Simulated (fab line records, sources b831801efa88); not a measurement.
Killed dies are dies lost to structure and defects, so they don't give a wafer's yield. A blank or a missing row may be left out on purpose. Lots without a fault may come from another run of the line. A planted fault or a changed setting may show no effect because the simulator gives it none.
fab line records | flow sky130 | part 1 of 2: steps 1 to 43 of 44
record lots=6 wafers=18 last_day=49
route steps=708 shown VIA3@591 METAL4@598 CAP2M@603 PAD_OPEN@708
lots that met no fault: from a run of the same line without faults
start_h: hours from the record's first day to the start of the lot's first wafer shown | wait_h: hours since the lot's step before | " the same as in the row above | L1.1+2: a row that stands for several wafers | - no value, or no start given | * or withheld: withheld | < > ~ a bound
route shown NAME@n: a module of which the file shows steps, and the number in the route of the first | usual: mean/standard deviation of fault-free wafers | same: alike in all rows | chamber/n: place in a boat | sites: the reading at each site | _std_site: their standard deviation | _edge_site: outer sites' mean less inner sites' | radius_mm: how far each site lies from the wafer's centre | mask NAME#n: copy n | behind: the tool/chamber that last shaped the wafer | hold: why the lot was held/for how many hours/how that ended | device: the transistor (n, p or np) that didn't switch | end of line: the same wafers' tests at the end of the route | a step without rows: its recipe alone | killed: dies lost to structure and defects at the first sort, not the wafer's yield | map: a wafer's dies, x killed, . not, _ none there
set.NAME: the setting as run; set.NAME@STEP: as run at that earlier step | model.NAME: the simulator's own value behind a step, which no gauge read
lots at some steps of the route; a table a step, a row a wafer
services: from which hour (start_h, from the record's first day; less than 0 if before it) a tool's chamber was out of use, for how many hours, and why
## steps
# step SKY_VIA3_CLEAN_18
# recipe chemistry=IPA time_s=180 temp_c=25
# step SKY_VIA3_CLEAN_19
# recipe chemistry=O3/DIW dry=n2_spin
# step SKY_VIA3_SPUTTER_20
# recipe material=TiN target_thk_nm=20 chamber_pressure_pa=5 power_w=4000 time_s=80
# usual throttle_valve_pct=30.1/1
# columns lot.wafer tool chamber start_h wait_h throttle_valve_pct
L305.3 pvd_sputter-04 - 1033.71 0.0 29.1
L305.5 " - " " 30.4
L305.6 " - " " 29.9
L307.1 pvd_sputter-01 - 1035.10 0.0 29.1
L307.5 " - " " 28.6
L307.6 " - " " 28.5
L314.2 pvd_sputter-04 - 1042.50 0.0 30.7
L314.5 " - " " 29.1
L314.6 " - " " 29.7
L316.3 pvd_sputter-01 - 1044.10 0.0 28.7
L316.4 " - " " 28.8
L316.6 " - " " 29.0
L319.2 pvd_sputter-04 - 1045.64 0.0 29.8
L319.5 " - " " 29.8
L319.6 " - " " 28.7
L321.2 pvd_sputter-03 - 1053.59 0.0 31.9
L321.4 " - " " 29.9
L321.5 " - " " 31.2
# step SKY_VIA3_CVD_21
# recipe material=W target_thk_nm=390 time_s=117.31 temp_c=400 pressure_torr=40
# usual heater_power_w=792/60 susceptor_temp_C=399.96/0.24
# columns lot.wafer tool chamber start_h wait_h heater_power_w susceptor_temp_C
L305.3 cvd_w-02 0 1033.81 0.1 757 399.65
L305.5 " 0 " " 738 400.33
L305.6 " 1 " " 864 400.24
L307.1 cvd_w-02 1 1035.16 0.0 857 399.76
L307.5 " 1 " " 846 399.83
L307.6 " 0 " " 761 400.33
L314.2 cvd_w-02 0 1042.56 0.0 735 400.11
L314.5 " 1 " " 859 399.98
L314.6 " 0 " " 734 400.00
L316.3 cvd_w-02 0 1044.20 0.1 728 400.04
L316.4 " 1 " " 849 400.05
L316.6 " 1 " " 834 400.19
L319.2 cvd_w-02 0 1045.70 0.0 744 400.02
L319.5 " 1 " " 833 400.07
L319.6 " 0 " " 747 399.96
L321.2 cvd_w-02 0 1053.65 0.0 736 399.93
L321.4 " 1 " " 853 400.16
L321.5 " 0 " " 731 400.06
# step SKY_VIA3_RS_MEAS_22
# recipe thk_meas_gauge=four-point-probe reads=W_of_VIA3_CVD_21+TiN_of_VIA3_SPUTTER_20
# usual VIA3_W_RS=0.293/0.0033
# columns lot.wafer tool chamber start_h wait_h VIA3_W_RS[ohm/sq]
L305.3 film_metro-04 - 1033.93 0.1 0.291
L305.5 " - " " 0.293
L305.6 " - " " 0.298
L307.1 film_metro-03 - 1035.29 0.1 0.295
L307.5 " - " " 0.299
L307.6 " - " " 0.291
L314.2 film_metro-03 - 1042.70 0.1 0.289
L314.5 " - " " 0.298
L314.6 " - " " 0.291
L316.3 film_metro-02 - 1044.32 0.1 0.292
L316.4 " - " " 0.298
L316.6 " - " " 0.299
L319.2 film_metro-04 - 1045.84 0.1 0.293
L319.5 " - " " 0.296
L319.6 " - " " 0.292
L321.2 film_metro-04 - 1053.80 0.1 0.290
L321.4 " - " " 0.298
L321.5 " - " " 0.288
# step SKY_VIA3_THK_MEAS_23
# recipe thk_meas_gauge=xrf reads=W_of_VIA3_CVD_21
# usual VIA3_W_THK=386/6.7
# columns lot.wafer tool chamber start_h wait_h VIA3_W_THK[nm]
L305.3 film_metro-04 - 1034.03 0.1 386
L305.5 " - " " 385
L305.6 " - " " 378
L307.1 film_metro-03 - 1035.41 0.1 373
L307.5 " - " " 372
L307.6 " - " " 382
L314.2 film_metro-03 - 1042.81 0.1 382
L314.5 " - " " 374
L314.6 " - " " 380
L316.3 film_metro-02 - 1044.42 0.1 394
L316.4 " - " " 385
L316.6 " - " " 382
L319.2 film_metro-04 - 1045.95 0.1 383
L319.5 " - " " 380
L319.6 " - " " 383
L321.2 film_metro-04 - 1053.91 0.1 386
L321.4 " - " " 375
L321.5 " - " " 389
# step SKY_VIA3_CMP_24
# recipe stop_on=SiO2 t_overpolish_s=20 down_force_psi=3.5 platen_rpm=60 target_thk_nm=0 pad_velocity_m_s=0.94248
# usual motor_current_A=11.1/1.1 overpolish_run_s=20.000/0.0087 time_to_endpoint_s=94/4.8
# columns lot.wafer tool chamber start_h wait_h motor_current_A overpolish_run_s time_to_endpoint_s
L305.3 cmp-01 0 1034.17 0.1 12.3 20.013 93
L305.5 " 2 " " 12.9 19.983 97
L305.6 " 3 " " 10.5 20.004 92
L307.1 cmp-01 2 1035.47 0.1 12.8 20.002 91
L307.5 " 2 " " 12.4 19.998 93
L307.6 " 3 " " 11.6 19.992 93
L314.2 cmp-01 2 1043.01 0.2 12.4 19.999 93
L314.5 " 3 " " 11.0 20.001 89
L314.6 " 0 " " 12.4 19.996 88
L316.3 cmp-02 3 1044.51 0.1 11.7 20.014 103
L316.4 " 0 " " 9.5 20.015 101
L316.6 " 3 " " 11.8 20.005 98
L319.2 cmp-02 3 1046.15 0.2 11.5 19.992 98
L319.5 " 0 " " 9.9 20.001 103
L319.6 " 1 " " 10.0 20.002 91
L321.4 cmp-02 3 1053.96 0.0 11.5 19.984 102
L321.2 " 0 " " 9.6 19.994 101
L321.5 " 0 " " 10.3 20.013 102
# step SKY_METAL4_SPUTTER_00
# recipe material=Ti target_thk_nm=15 power_w=3000 time_s=10 chamber_pressure_pa=0.4
# step SKY_METAL4_SPUTTER_01
# recipe material=TiN target_thk_nm=20 power_w=6500 time_s=16.7 chamber_pressure_pa=0.4
# step SKY_METAL4_SPUTTER_02
# recipe material=AlCu target_thk_nm=735 power_w=10600 time_s=39.1 chamber_pressure_pa=0.4
# step SKY_METAL4_SPUTTER_03
# recipe material=Ti target_thk_nm=5 power_w=3000 time_s=3.3 chamber_pressure_pa=0.4
# step SKY_METAL4_SPUTTER_04
# recipe material=TiN target_thk_nm=70 power_w=6500 time_s=58.3 chamber_pressure_pa=0.4
# step SKY_CAP2M_CVD_00
# recipe material=SiO2 target_thk_nm=15.5 temp_c=400 time_s=withheld rf_w=450
# usual heater_power_w=758/100 rf_fwd_power_W=441.7/2.6 susceptor_temp_C=400.03/0.23
# columns lot.wafer tool chamber start_h wait_h heater_power_w rf_fwd_power_W susceptor_temp_C model.SiO2_of_CAP2M_CVD_00.thk_nm
L305.3 pecvd-01 1 1034.53 0.0 751 440.3 399.82 15.31
L305.5 " 1 " " 751 439.5 399.95 15.57
L305.6 " 0 " " 843 438.9 399.66 15.91
L307.1 pecvd-04 1 1035.92 0.0 930 446.0 399.88 15.52
L307.5 " 1 " " 914 446.2 400.10 15.92
L307.6 " 2 " " 703 444.2 400.25 15.68
L314.2 pecvd-01 1 1043.32 0.0 713 442.9 399.96 15.27
L314.5 " 2 " " 831 443.1 400.38 15.46
L314.6 " 0 " " 880 442.0 400.12 28.76
L316.3 pecvd-01 2 1044.92 0.0 796 443.3 400.24 15.29
L316.4 " 0 " " 922 440.5 399.80 29.39
L316.6 " 2 " " 796 443.6 399.91 15.62
L319.2 pecvd-03 0 1046.46 0.0 619 441.2 400.00 15.49
L319.5 " 2 " " 671 439.3 400.03 15.54
L319.6 " 0 " " 623 441.6 399.88 15.46
L321.2 pecvd-04 0 1054.41 0.0 606 438.9 400.16 15.6
L321.4 " 1 " " 998 446.1 400.24 16.04
L321.5 " 2 " " 698 446.9 399.59 15.67
# step SKY_CAP2M_THK_MEAS_01
# recipe reads=SiO2_of_CAP2M_CVD_00
# usual CAP2M_CVD_00_THK=15.53/0.26
# columns lot.wafer tool chamber start_h wait_h CAP2M_CVD_00_THK[nm]
L305.3 film_metro-04 - 1034.57 - 15.30
L305.5 " - " " 15.61
L305.6 " - " " 15.94
L307.1 film_metro-01 - 1035.94 - 15.51
L307.5 " - " " 15.92
L307.6 " - " " 15.64
L314.2 film_metro-02 - 1043.35 - 15.25
L314.5 " - " " 15.49
L314.6 " - " " 28.74
L316.3 film_metro-04 - 1044.96 - 15.29
L316.4 " - " " 29.38
L316.6 " - " " 15.60
L319.2 film_metro-04 - 1046.49 - 15.47
L319.5 " - " " 15.55
L319.6 " - " " 15.43
L321.2 film_metro-01 - 1054.44 - 15.56
L321.4 " - " " 16.09
L321.5 " - " " 15.68
# step SKY_CAP2M_SPUTTER_02
# recipe material=TiN target_thk_nm=200 temp_c=300 power_w=6500 time_s=166.7 chamber_pressure_pa=0.4
# step SKY_CAP2M_RS_MEAS_03
# recipe thk_meas_gauge=four-point-probe reads=TiN_of_CAP2M_SPUTTER_02
# usual CAP2M_TIN_RS=6.87/0.11
# columns lot.wafer tool chamber start_h wait_h CAP2M_TIN_RS[ohm/sq]
L305.3 film_metro-01 - 1034.76 0.1 6.87
L305.5 " - " " 6.86
L305.6 " - " " 6.83
L307.1 film_metro-04 - 1036.11 0.1 7.06
L307.5 " - " " 6.86
L307.6 " - " " 7.09
L314.2 film_metro-01 - 1043.53 0.1 6.70
L314.5 " - " " 6.84
L314.6 " - " " 6.74
L316.3 film_metro-02 - 1045.15 0.1 6.85
L316.4 " - " " 6.67
L316.6 " - " " 6.62
L319.2 film_metro-01 - 1046.67 0.1 6.80
L319.5 " - " " 6.93
L319.6 " - " " 6.79
L321.2 film_metro-02 - 1054.62 0.1 6.86
L321.4 " - " " 6.70
L321.5 " - " " 6.91
# step SKY_CAP2M_THK_MEAS_04
# recipe thk_meas_gauge=xrf reads=TiN_of_CAP2M_SPUTTER_02
# usual CAP2M_TIN_THK=202/3.3
# columns lot.wafer tool chamber start_h wait_h CAP2M_TIN_THK[nm]
L305.3 film_metro-01 - 1034.86 0.1 201
L305.5 " - " " 202
L305.6 " - " " 203
L307.1 film_metro-04 - 1036.23 0.1 197
L307.5 " - " " 202
L307.6 " - " " 195
L314.2 film_metro-01 - 1043.64 0.1 205
L314.5 " - " " 202
L314.6 " - " " 205
L316.3 film_metro-02 - 1045.25 0.1 203
L316.4 " - " " 209
L316.6 " - " " 210
L319.2 film_metro-01 - 1046.78 0.1 204
L319.5 " - " " 199
L319.6 " - " " 204
L321.2 film_metro-02 - 1054.73 0.1 203
L321.4 " - " " 206
L321.5 " - " " 201
# step SKY_CAP2M_DEHYDRATE_05
# recipe temp_c=200 time_s=60
# step SKY_CAP2M_HMDS_06
# recipe prime_time_s=60 prime_temp_c=120
# step SKY_CAP2M_COAT_07
# recipe resist=NOVOLAK spin_rpm=3000 resist_thk_nm=1140
# step SKY_CAP2M_SOFTBAKE_08
# recipe temp_c=90 time_s=60 resist=NOVOLAK
# step SKY_CAP2M_EXPOSE_09
# recipe mask_id=CAP2M na=0.6 source_shape=conventional sigma_outer=0.6 polarization=unpolarized target_cd_nm=1000 dose_mj=159
# step SKY_CAP2M_PEB_10
# recipe temp_c=withheld time_s=* resist=NOVOLAK
# step SKY_CAP2M_DEVELOP_11
# recipe resist=NOVOLAK developer=TMAH develop_time_s=60 dev_temp_c=23
# step SKY_CAP2M_OVL_MEAS_12
# usual CAP2M_OVL=-0.4/1.7
# columns lot.wafer tool chamber start_h wait_h CAP2M_OVL[nm]
L305.3 overlay-02 - 1055.72 0.1 0.1
L305.5 " - " " -0.5
L305.6 " - " " -2.1
L307.1 overlay-02 - 1057.01 0.1 -1.4
L307.5 " - " " -0.3
L307.6 " - " " 0.8
L314.2 overlay-01 - 1063.92 0.1 -0.4
L314.5 " - " " -0.8
L314.6 " - " " -1.2
L316.3 overlay-01 - 1066.12 0.1 1.0
L316.4 " - " " 0.4
L316.6 " - " " -0.5
L319.2 overlay-02 - 1067.61 0.1 -2.0
L319.5 " - " " -1.1
L319.6 " - " " -2.3
L321.2 overlay-02 - 1075.62 0.1 -1.1
L321.4 " - " " -0.9
L321.5 " - " " 0.0
# step SKY_CAP2M_METAL_ETCH_13
# recipe target_depth_nm=220 stop_on=SiO2 chemistry=Cl2/BCl3 target=TiN pressure_mtorr=10 icp_w=900 bias_w=48.5 Cl2_flow_sccm=60 bcl3_flow_sccm=30 time_s=62.9
# step SKY_CAP2M_STRIP_14
# recipe chemistry=O2/N2 power_w=1400 pressure_mtorr=1500 platen_temp_c=withheld o2_flow_sccm=3000 n2_flow_sccm=300 overash_fraction=0.5
# step SKY_CAP2M_STRIP_15
# recipe chemistry=post_etch_residue_remover time_s=1200 temp_c=72.5
# step SKY_CAP2M_CLEAN_16
# recipe chemistry=IPA time_s=180 temp_c=25
# step SKY_CAP2M_CLEAN_17
# recipe chemistry=O3/DIW dry=n2_spin
# step SKY_METAL4_DEHYDRATE_05
# recipe temp_c=200 time_s=60
# step SKY_METAL4_HMDS_06
# recipe prime_time_s=60 prime_temp_c=120
# step SKY_METAL4_COAT_07
# recipe resist=BARC temp_c=withheld time_s=withheld spin_rpm=3000 resist_thk_nm=60
# step SKY_METAL4_COAT_08
# recipe resist=KrF-thick spin_rpm=3000 resist_thk_nm=1140
# step SKY_METAL4_SOFTBAKE_09
# recipe temp_c=100 time_s=90 resist=KrF-thick
# step SKY_METAL4_EXPOSE_10
# recipe mask_id=MM4 na=0.68 source_shape=annular sigma_inner=0.4 sigma_outer=0.8 target_cd_nm=300 dose_mj=28
# step SKY_METAL4_PEB_11
# recipe peb_temp_c=withheld peb_time_s=withheld resist=KrF-thick
# step SKY_METAL4_DEVELOP_12
# recipe develop_time_s=60 resist=KrF-thick dev_temp_c=21
# step SKY_METAL4_CD_MEAS_13
# recipe target_cd_nm=300
# usual cd_nm=300.0/1.3
# columns lot.wafer tool chamber start_h wait_h cd_nm
L305.3 cd_sem-01 - 1077.54 - 299.2
L305.5 " - " " 299.0
L305.6 " - " " 297.9
L307.1 cd_sem-01 - 1078.81 - 300.7
L307.5 " - " " 298.3
L307.6 " - " " 298.8
L314.2 cd_sem-01 - 1085.60 - 300.3
L314.5 " - " " 301.6
L314.6 " - " " 299.8
L316.3 cd_sem-01 - 1088.85 - 300.5
L316.4 " - " " 299.2
L316.6 " - " " 299.1
L319.2 cd_sem-01 - 1089.41 - 299.9
L319.5 " - " " 299.5
L319.6 " - " " 298.8
L321.2 cd_sem-01 - 1096.26 - 297.2
L321.4 " - " " 297.6
L321.5 " - " " 297.1
# step SKY_METAL4_OVL_MEAS_14
# usual METAL4_OVL=6/4.8
# columns lot.wafer tool chamber start_h wait_h METAL4_OVL[nm]
L305.3 overlay-01 - 1077.63 0.1 10
L305.5 " - " " 10
L305.6 " - " " 13
L307.1 overlay-01 - 1078.93 0.1 5
L307.5 " - " " 15
L307.6 " - " " 1
L314.2 overlay-01 - 1085.71 0.1 8
L314.5 " - " " 9
L314.6 " - " " 8
L316.3 overlay-01 - 1088.94 0.1 13
L316.4 " - " " 14
L316.6 " - " " 7
L319.2 overlay-01 - 1089.52 0.1 3
L319.5 " - " " -3
L319.6 " - " " 0
L321.2 overlay-02 - 1096.37 0.1 6
L321.4 " - " " 12
L321.5 " - " " 3
# step SKY_METAL4_DESCUM_15
# recipe chemistry=O2 source_power_w=150 bias_power_w=0 pressure_mtorr=10 temp_c=40 time_s=8
# usual drypump_motor_current_A=5.8/0.47 oes_product_au=1.002/0.011 rf_fwd_power_W=146.7/0.72
# columns lot.wafer tool chamber start_h wait_h drypump_motor_current_A oes_product_au rf_fwd_power_W rf_hours_counter_h
L305.3 rie_metal-03 1 1077.67 0.0 5.6 0.995 146.6 -
L305.5 " 1 " " 5.6 0.996 145.8 -
L305.6 " 0 " " 6.2 1.003 145.8 -
L307.1 rie_metal-04 1 1078.96 0.0 5.2 1.001 146.2 19
L307.5 " 1 " " 5.2 0.994 146.1 -
L307.6 " 0 " " 5.9 1.011 145.7 -
L314.2 rie_metal-03 1 1085.74 0.0 5.6 0.985 146.2 12
L314.5 " 1 " " 5.6 0.982 146.6 -
L314.6 " 0 " " 6.3 1.015 145.8 -
L316.3 rie_metal-02 0 1088.97 0.0 6.5 1.008 146.8 -
L316.4 " 1 " " 5.3 1.017 147.7 -
L316.6 " 1 " " 5.3 1.012 147.6 -
L319.2 rie_metal-02 1 1089.55 0.0 5.3 1.015 147.4 17
L319.5 " 1 " " 5.3 1.008 147.9 -
L319.6 " 0 " " 6.5 1.001 146.6 -
L321.2 rie_metal-02 0 1096.40 0.0 6.5 1.004 146.7 20
L321.4 " 0 " " 6.5 1.011 146.8 -
L321.5 " 1 " " 5.3 1.028 147.4 -
# step SKY_METAL4_ETCH_16
# recipe chemistry=N2/H2 target=BARC ion_energy_ev=200 bias_w=100 pressure_mtorr=30 n2_flow_sccm=100 h2_flow_sccm=200 icp_w=500 stop_on=SiO2 time_s=88.2 target_depth_a=600
# usual bias_w=100.1/0.31 drypump_motor_current_A=5.8/0.47 oes_product_au=0.626/0.0045 rf_fwd_power_W=495.7/1.8 throttle_valve_pct=13.205/0.0092
# columns lot.wafer tool chamber start_h wait_h bias_w drypump_motor_current_A oes_product_au rf_fwd_power_W rf_hours_counter_h throttle_valve_pct
L305.3 rie_metal-03 1 1077.72 0.0 100.0 5.6 0.619 491.2 - 13.208
L305.5 " 1 " " 100.0 5.6 0.634 492.1 - 13.193
L305.6 " 0 " " 100.6 6.3 0.626 495.3 - 13.197
L307.1 rie_metal-04 1 1078.99 0.0 100.9 5.2 0.622 496.7 19 13.212
L307.5 " 1 " " 100.5 5.2 0.615 494.5 - 13.221
L307.6 " 0 " " 99.9 5.9 0.624 496.4 - 13.208
L314.2 rie_metal-03 1 1085.77 0.0 99.6 5.6 0.633 494.3 12 13.206
L314.5 " 1 " " 99.8 5.6 0.622 491.5 - 13.199
L314.6 " 0 " " 100.3 6.3 0.629 496.0 - 13.204
L316.3 rie_metal-02 0 1089.03 0.0 100.2 6.5 0.621 496.8 - 13.205
L316.4 " 1 " " 100.2 5.3 0.628 495.4 - 13.202
L316.6 " 1 " " 100.3 5.3 0.619 494.9 - 13.210
L319.2 rie_metal-02 1 1089.58 0.0 100.8 5.3 0.638 497.5 17 13.216
L319.5 " 1 " " 100.1 5.3 0.633 497.5 - 13.198
L319.6 " 0 " " 99.9 6.5 0.632 496.5 - 13.212
L321.2 rie_metal-02 0 1096.43 0.0 100.2 6.5 0.620 495.1 20 13.209
L321.4 " 0 " " 100.2 6.5 0.629 496.9 - 13.215
L321.5 " 1 " " 100.0 5.3 0.619 499.3 - 13.207
# step SKY_METAL4_ETCH_17
# recipe target=SiO2 stop_on=TiN chemistry=C4F8/O2/Ar source_w=1500 bias_w=1200 pressure_mtorr=40 c4f8_flow_sccm=withheld O2_flow_sccm=6 Ar_flow_sccm=300 time_s=3.9 target_depth_a=150
# usual bias_w=1200/3.6 oes_product_au=0.755/0.0083 rf_fwd_power_W=1465/5.1
# columns lot.wafer tool chamber start_h wait_h bias_w oes_product_au rf_fwd_power_W model.etch.depth_nm
L305.3 rie_diel-03 0 1077.79 0.0 1200 0.741 1470 15.31
L305.5 " 2 " " 1194 0.759 1471 15.57
L305.6 " 3 " " 1207 0.766 1465 15.91
L307.1 rie_diel-02 0 1079.09 0.1 1198 0.765 1467 15.52
L307.5 " 3 " " 1198 0.761 1468 15.92
L307.6 " 0 " " 1206 0.759 1468 15.68
L314.2 rie_diel-02 1 1085.87 0.1 1204 0.746 1454 15.27
L314.5 " 0 " " 1194 0.749 1469 15.46
L314.6 " 3 " " 1198 1.008 1461 25.83
L316.3 rie_diel-03 2 1089.09 0.0 1207 0.753 1458 15.29
L316.4 " 3 " " 1193 1.021 1468 26.12
L316.6 " 3 " " 1191 0.754 1465 15.62
L319.2 rie_diel-01 2 1089.68 0.1 1197 0.756 1471 15.49
L319.5 " 3 " " 1204 0.755 1461 15.54
L319.6 " 0 " " 1201 0.753 1464 15.46
L321.2 rie_diel-01 3 1096.53 0.1 1198 0.756 1465 15.6
L321.4 " 2 " " 1201 0.762 1466 16.04
L321.5 " 2 " " 1203 0.762 1459 15.67
## key
first_sign step=SKY_CAP2M_THK_MEAS_01 reading=CAP2M_CVD_00_THK direction=up sigmas=52 usual=15.53 struck=29.06
effect step=SKY_METAL4_ETCH_17 reading=oes_product_au direction=up sigmas=31 usual=0.755 struck=1.014
model_effect step=SKY_CAP2M_CVD_00 value=SiO2_of_CAP2M_CVD_00.thk_nm without=15.73 struck=29.07
model_effect step=SKY_METAL4_ETCH_17 value=etch.depth_nm without=15.73 struck=25.97
model_effect step=SKY_PAD_OPEN_PROBE_99 value=etest.tester.sort_n_pass without=397 struck=0
met_at SKY_CAP2M_CVD_00
struck_wafers L314.6,L316.4
onset_between 1034.53 1043.32
fault kind=process_parameter_drift tool=pecvd-01 chamber=0 onset_h=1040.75 steps=SKY_CAP2M_CVD_00 channel=target_thk_nm offset=13.245 shape=step end_h=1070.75 acts_in=these_recipes_only stated=15.5
